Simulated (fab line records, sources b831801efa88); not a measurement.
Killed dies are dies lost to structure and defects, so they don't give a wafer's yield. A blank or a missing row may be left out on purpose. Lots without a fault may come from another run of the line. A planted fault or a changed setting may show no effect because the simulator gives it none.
fab line records | flow sfq_line
record lots=6 wafers=18 last_day=91
route steps=325 shown L0@12 L0V@16
lots that met no fault: from a run of the same line without faults
start_h: hours from the record's first day to the start of the lot's first wafer shown | wait_h: hours since the lot's step before | " the same as in the row above | L1.1+2: a row that stands for several wafers | - no value, or no start given | * or withheld: withheld | < > ~ a bound
route shown NAME@n: a module of which the file shows steps, and the number in the route of the first | usual: mean/standard deviation of fault-free wafers | same: alike in all rows | chamber/n: place in a boat | sites: the reading at each site | _std_site: their standard deviation | _edge_site: outer sites' mean less inner sites' | radius_mm: how far each site lies from the wafer's centre | mask NAME#n: copy n | behind: the tool/chamber that last shaped the wafer | hold: why the lot was held/for how many hours/how that ended | device: the transistor (n, p or np) that didn't switch | end of line: the same wafers' tests at the end of the route | a step without rows: its recipe alone | killed: dies lost to structure and defects at the first sort, not the wafer's yield | map: a wafer's dies, x killed, . not, _ none there
set.NAME: the setting as run; set.NAME@STEP: as run at that earlier step | model.NAME: the simulator's own value behind a step, which no gauge read
lots at some steps of the route; a table a step, a row a wafer
services: from which hour (start_h, from the record's first day; less than 0 if before it) a tool's chamber was out of use, for how many hours, and why
## steps
# step SFQ_TRILAYER_L0_BARC_OPEN_METAL_ETCH_010
# recipe mask_material=PR chemistry=O2 target_depth_nm=125 target=BARC icp_w=600 bias_w=80 pressure_mtorr=10 time_s=41.7
# usual drypump_motor_current_A=6.1/0.45 oes_product_au=0.684/0.0044 rf_fwd_power_W=593.8/2.1
# columns lot.wafer tool chamber start_h wait_h drypump_motor_current_A oes_product_au rf_fwd_power_W rf_hours_counter_h
L355.2 rie_metal-02 1 115.95 0.1 5.6 0.686 590.6 116
L355.4 " 0 " " 6.0 0.685 592.9 -
L355.5 " 1 " " 5.6 0.687 590.7 -
L357.1 rie_metal-02 0 120.77 0.1 6.1 0.686 594.7 11
L357.2 " 1 " " 5.6 0.679 591.7 117
L357.4 " 1 " " 5.6 0.686 593.8 -
L362.1 rie_metal-02 1 129.15 0.1 5.6 0.680 592.3 119
L362.5 " 0 " " 6.1 0.690 592.6 -
L362.6 " 1 " " 5.6 0.684 592.6 -
L365.1 rie_metal-01 1 155.12 0.1 5.6 0.682 594.1 14
L365.2 " 0 " " 5.4 0.684 599.5 105
L365.6 " 1 " " 5.6 0.683 595.9 -
L366.1 rie_metal-04 1 162.32 0.1 6.6 0.677 592.8 123
L366.3 " 1 " " 6.6 0.681 594.8 -
L366.5 " 0 " " 6.5 0.680 596.4 -
L367.1 rie_metal-04 1 170.19 0.1 6.6 0.688 594.9 124
L367.2 " 0 " " 6.5 0.689 591.0 113
L367.3 " 0 " " 6.4 0.684 592.1 -
# step SFQ_TRILAYER_L0_ETCH_METAL_ETCH_008
# recipe target=MoNx_KI stop_on=SiO2 mask_material=PR chemistry=SF6/O2 target_depth_nm=50 icp_w=600 bias_w=80 pressure_mtorr=10 time_s=25
# usual drypump_motor_current_A=6.1/0.45 oes_product_au=0.873/0.007 rf_fwd_power_W=591.8/2.6
# columns lot.wafer tool chamber start_h wait_h drypump_motor_current_A oes_product_au rf_fwd_power_W rf_hours_counter_h
L355.2 rie_metal-02 1 116.01 0.0 5.6 0.867 590.5 116
L355.4 " 0 " " 6.0 0.882 587.7 -
L355.5 " 1 " " 5.6 0.866 589.6 -
L357.1 rie_metal-02 0 120.83 0.0 6.1 0.876 588.8 11
L357.2 " 1 " " 5.5 0.876 590.5 117
L357.4 " 1 " " 5.6 0.868 591.4 -
L362.1 rie_metal-02 1 129.21 0.0 5.6 0.869 588.5 119
L362.5 " 0 " " 6.1 0.877 591.7 -
L362.6 " 1 " " 5.6 0.872 588.9 -
L365.1 rie_metal-01 1 155.18 0.0 5.6 0.875 595.0 14
L365.2 " 0 " " 5.4 0.877 596.3 105
L365.6 " 1 " " 5.6 0.873 594.2 -
L366.1 rie_metal-04 1 162.38 0.0 6.6 0.879 593.5 123
L366.3 " 1 " " 6.6 0.880 592.7 -
L366.5 " 0 " " 6.5 0.881 591.2 -
L367.1 rie_metal-04 1 170.25 0.0 6.6 0.873 592.4 124
L367.2 " 0 " " 6.4 0.878 592.3 113
L367.3 " 0 " " 6.5 0.874 590.5 -
# step SFQ_TRILAYER_L0_STRIP_STRIP_009
# recipe gas=O2 power_w=200 platen_temp_c=40 overash_fraction=0.65 chemistry=O2 pressure_mtorr=50
# usual drypump_motor_current_A=6.1/0.45 oes_product_au=0.999/0.01
# columns lot.wafer tool chamber start_h wait_h drypump_motor_current_A oes_product_au rf_hours_counter_h
L355.2 rie_metal-02 1 116.05 0.0 5.6 1.001 117
L355.4 " 0 " " 6.1 0.994 -
L355.5 " 1 " " 5.6 1.009 -
L357.1 rie_metal-02 0 120.88 0.0 6.1 0.988 11
L357.2 " 1 " " 5.6 0.991 117
L357.4 " 1 " " 5.6 1.009 -
L362.1 rie_metal-02 1 129.25 0.0 5.6 0.992 119
L362.5 " 0 " " 6.0 0.976 -
L362.6 " 1 " " 5.6 0.990 -
L365.1 rie_metal-01 1 155.22 0.0 5.6 0.994 14
L365.2 " 0 " " 5.4 0.994 105
L365.6 " 1 " " 5.6 1.000 -
L366.1 rie_metal-04 1 162.42 0.0 6.6 0.994 123
L366.3 " 1 " " 6.6 0.993 -
L366.5 " 0 " " 6.5 1.020 -
L367.1 rie_metal-04 1 170.30 0.0 6.6 0.993 124
L367.2 " 0 " " 6.5 1.014 113
L367.3 " 0 " " 6.4 1.015 -
# step SFQ_TRILAYER_L0_STRIP_SOLV_CLEAN_010
# recipe chemistry=NMP temp_c=70 time_s=600
# step SFQ_TRILAYER_L0_CAP_PECVD_011
# recipe material=SiO2 temp_c=150 time_s=13.333 pressure_torr=2.4 rf_w=183.3 precursor=SiH4/N2O target_thk_nm=60
# usual heater_power_w=93/15 rf_fwd_power_W=180.4/0.94 throttle_valve_pct=24.6/1
# columns lot.wafer tool chamber start_h wait_h heater_power_w rf_fwd_power_W since_wet_clean_h throttle_valve_pct
L355.2 pecvd-02 0 116.83 0.0 96 181.1 1031 25.6
L355.4 " 2 " " 99 180.3 - 24.9
L355.5 " 0 " " 96 181.7 - 26.1
L357.1 pecvd-03 1 121.65 0.0 77 180.3 666 25.1
L357.2 " 0 " " 110 178.7 666 24.7
L357.4 " 1 " " 76 180.4 - 24.8
L362.1 pecvd-02 1 130.03 0.0 96 178.8 1044 24.9
L362.5 " 2 " " 116 180.4 - 24.8
L362.6 " 0 " " 110 181.5 - 26.2
L365.1 pecvd-04 2 156.02 0.0 90 179.9 317 23.3
L365.2 " 1 " " 82 180.9 317 23.4
L365.6 " 2 " " 89 179.8 - 23.4
L366.1 pecvd-03 1 163.20 0.0 71 180.4 708 25.2
L366.3 " 2 " " 66 181.3 708 24.4
L366.5 " 1 " " 72 180.7 - 25.1
L367.1 pecvd-04 2 171.07 0.0 93 181.1 332 23.0
L367.2 " 0 " " 90 180.0 332 22.8
L367.3 " 1 " " 81 179.7 332 23.4
# step SFQ_TRILAYER_L0_VIA_LITHO_COAT_018
# recipe resist=BARC spin_rpm=3000 resist_thk_nm=62
# step SFQ_TRILAYER_L0_VIA_LITHO_COAT_013
# recipe resist=KrF spin_rpm=3000 resist_thk_nm=650
# step SFQ_TRILAYER_L0_VIA_LITHO_SOFTBAKE_017
# recipe temp_c=withheld time_s=withheld resist=KrF
# step SFQ_TRILAYER_L0_VIA_LITHO_EXPOSE_014
# recipe mask_id=L0V na=0.6 source_shape=conventional sigma_outer=0.65 target_cd_nm=700 dose_mj=21.3
# step SFQ_TRILAYER_L0_VIA_LITHO_PEB_016
# recipe peb_temp_c=115 peb_time_s=60 resist=KrF
# step SFQ_TRILAYER_L0_VIA_LITHO_DEVELOP_015
# recipe time_s=60 resist=KrF
# step SFQ_L0V_OVL_MEAS_903
# usual L0V_OVL=-1/6
# columns lot.wafer tool chamber start_h wait_h L0V_OVL[nm]
L355.2 overlay-01 - 185.80 0.1 -2
L355.4 " - " " -4
L355.5 " - " " -2
L357.1 overlay-02 - 194.19 0.1 8
L357.2 " - " " 5
L357.4 " - " " 10
L362.1 overlay-01 - 213.39 0.1 0
L362.5 " - " " -1
L362.6 " - " " 10
L365.1 overlay-02 - 256.59 0.1 -6
L365.2 " - " " -12
L365.6 " - " " -12
L366.1 overlay-01 - 266.19 0.1 4
L366.3 " - " " 2
L366.5 " - " " 0
L367.1 overlay-01 - 273.39 0.1 1
L367.2 " - " " -5
L367.3 " - " " 4
# step SFQ_TRILAYER_L0_VIA_BARC_OPEN_VIA_ETCH_021
# recipe mask_material=PR chemistry=O2 target_depth_nm=125 target=BARC source_w=500 bias_w=80 pressure_mtorr=30 time_s=41.7
# usual drypump_motor_current_A=5.6/0.43 oes_product_au=0.686/0.0047 rf_fwd_power_W=495.6/2.1
# columns lot.wafer tool chamber start_h wait_h drypump_motor_current_A oes_product_au rf_fwd_power_W rf_hours_counter_h model.KrF_of_TRILAYER_L0_VIA_LITHO_COAT_013.thk_nm
L355.2 rie_diel-01 0 185.83 0.0 6.2 0.675 493.5 1 578.6
L355.4 " 2 " " 5.5 0.684 496.0 17 572.6
L355.5 " 0 " " 6.3 0.681 496.2 - 577.4
L357.1 rie_diel-01 2 194.23 0.0 5.5 0.689 496.4 17 571.4
L357.2 " 3 " " 5.4 0.682 496.3 3 572.6
L357.4 " 0 " " 6.2 0.692 495.4 1 576.1
L362.1 rie_diel-03 1 213.43 0.0 5.6 0.682 491.4 6 573.7
L362.5 " 0 " " 5.6 0.681 494.8 - 574.5
L362.6 " 1 " " 5.6 0.684 494.8 - 573
L365.1 rie_diel-01 2 256.63 0.0 5.5 0.677 499.1 18 574.6
L365.2 " 0 " " 6.3 0.689 494.1 2 574.9
L365.6 " 3 " " 5.4 0.693 498.1 - 575.1
L366.1 rie_diel-02 3 266.23 0.0 6.2 0.691 496.0 36 576
L366.3 " 2 " " 5.9 0.690 497.1 1 575.5
L366.5 " 3 " " 6.2 0.692 496.4 - 576.2
L367.1 rie_diel-02 3 273.43 0.0 6.2 0.690 497.4 36 573.7
L367.2 " 2 " " 5.9 0.687 496.7 1 574.7
L367.3 " 1 " " 5.1 0.684 495.0 88 575.7
# step SFQ_TRILAYER_L0_VIA_ETCH_VIA_ETCH_016
# recipe target=SiO2 stop_on=MoNx_KI mask_material=PR chemistry=CHF3 target_depth_nm=80 source_w=500 bias_w=80 pressure_mtorr=30 time_s=withheld
# usual drypump_motor_current_A=5.6/0.43 oes_product_au=0.843/0.0073 rf_fwd_power_W=496.0/1.8
# columns lot.wafer tool chamber start_h wait_h drypump_motor_current_A oes_product_au rf_fwd_power_W model.KrF_of_TRILAYER_L0_VIA_LITHO_COAT_013.thk_nm
L355.2 rie_diel-01 0 185.87 0.0 6.2 0.839 495.5 565
L355.4 " 2 " " 5.5 0.847 496.9 559.1
L355.5 " 0 " " 6.3 0.849 496.0 563.7
L357.1 rie_diel-01 2 194.27 0.0 5.5 0.850 496.1 557.9
L357.2 " 3 " " 5.4 0.843 499.4 559
L357.4 " 0 " " 6.3 0.857 494.8 562.6
L362.1 rie_diel-03 1 213.47 0.0 5.6 0.835 492.3 560
L362.5 " 0 " " 5.6 0.846 494.6 560.8
L362.6 " 1 " " 5.6 0.848 491.0 559.3
L365.1 rie_diel-01 2 256.67 0.0 5.5 0.833 497.8 560.9
L365.2 " 0 " " 6.2 0.838 495.7 561
L365.6 " 3 " " 5.4 0.841 495.9 561.3
L366.1 rie_diel-02 3 266.27 0.0 6.2 0.844 497.6 562.2
L366.3 " 2 " " 5.9 0.840 498.3 561.7
L366.5 " 3 " " 6.2 0.852 494.2 562.5
L367.1 rie_diel-02 3 273.47 0.0 6.2 0.851 498.1 559.8
L367.2 " 2 " " 5.9 0.844 499.6 560.8
L367.3 " 1 " " 5.2 0.842 495.8 561.9
# step SFQ_TRILAYER_L0_VIA_STRIP_STRIP_017
# recipe gas=O2 power_w=200 platen_temp_c=40 overash_fraction=0.65 chemistry=O2 pressure_mtorr=50
# usual drypump_motor_current_A=5.8/0.35 oes_product_au=0.999/0.0072
# columns lot.wafer tool chamber start_h wait_h drypump_motor_current_A oes_product_au rf_hours_counter_h
L355.2 rie_metal-01 0 185.92 - 5.4 0.997 109
L355.4 " 1 " " 5.6 0.998 -
L355.5 " 0 " " 5.4 0.995 -
L357.1 rie_metal-03 0 194.32 - 6.3 1.013 10
L357.2 " 0 " " 6.3 1.005 -
L357.4 " 0 " " 6.3 1.009 -
L362.1 rie_metal-01 1 213.52 - 5.6 0.999 21
L362.5 " 0 " " 5.4 1.001 -
L362.6 " 1 " " 5.6 1.002 -
L365.1 rie_metal-02 0 256.72 - 6.1 0.994 32
L365.2 " 1 " " 5.6 1.003 138
L365.6 " 1 " " 5.6 1.000 -
L366.1 rie_metal-03 0 266.32 - 6.4 1.009 25
L366.3 " 0 " " 6.4 0.991 -
L366.5 " 1 " " 6.0 1.009 -
L367.1 rie_metal-01 1 273.52 - 5.6 0.994 32
L367.2 " 0 " " 5.4 0.997 122
L367.3 " 0 " " 5.4 1.006 -
## services
# columns tool chamber start_h hours kind
pecvd-02 1 104.53 19.8 repair
rie_diel-01 0 108.21 - clean
rie_diel-01 0 108.21 19.4 scheduled_down
rie_diel-01 0 108.21 19.4 vent_cycle
rie_diel-01 3 116.65 4.3 repair
rie_metal-04 - 121.53 1.4 pm
rie_metal-02 - 127.45 1.4 pm
rie_metal-03 - 140.86 2.8 pm
rie_metal-04 0 148.24 13.7 repair
rie_diel-01 3 150.56 2.4 repair
pecvd-04 0 151.89 11.5 repair
pecvd-04 - 168.72 0.5 repair
rie_diel-02 2 172.57 - clean
rie_diel-02 2 172.57 24.3 scheduled_down
rie_metal-04 1 179.79 14.2 repair
rie_diel-02 0 183.37 7.5 repair
rie_metal-03 - 189.08 0.1 repair
rie_diel-01 0 213.60 2.6 repair
rie_metal-01 0 219.21 2.0 repair
pecvd-04 1 232.93 5.0 repair
rie_metal-01 - 247.81 2.8 pm
rie_diel-02 3 248.72 2.5 repair
rie_diel-01 - 254.24 1.1 repair
pecvd-04 2 254.49 4.0 repair
## key
first_sign none at tools or gauges
model_effect step=SFQ_TRILAYER_L0_VIA_BARC_OPEN_VIA_ETCH_021 value=KrF_of_TRILAYER_L0_VIA_LITHO_COAT_013.thk_nm without=571.8 struck=577.4
model_effect step=SFQ_TRILAYER_L0_VIA_ETCH_VIA_ETCH_016 value=KrF_of_TRILAYER_L0_VIA_LITHO_COAT_013.thk_nm without=558.2 struck=563.8
met_at SFQ_TRILAYER_L0_VIA_BARC_OPEN_VIA_ETCH_021
struck_wafers L355.2,L355.5,L357.4
fault kind=process_parameter_drift tool=rie_diel-01 chamber=0 onset_h=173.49 steps=SFQ_TRILAYER_L0_VIA_BARC_OPEN_VIA_ETCH_021 channel=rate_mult offset=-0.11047 shape=step end_h=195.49
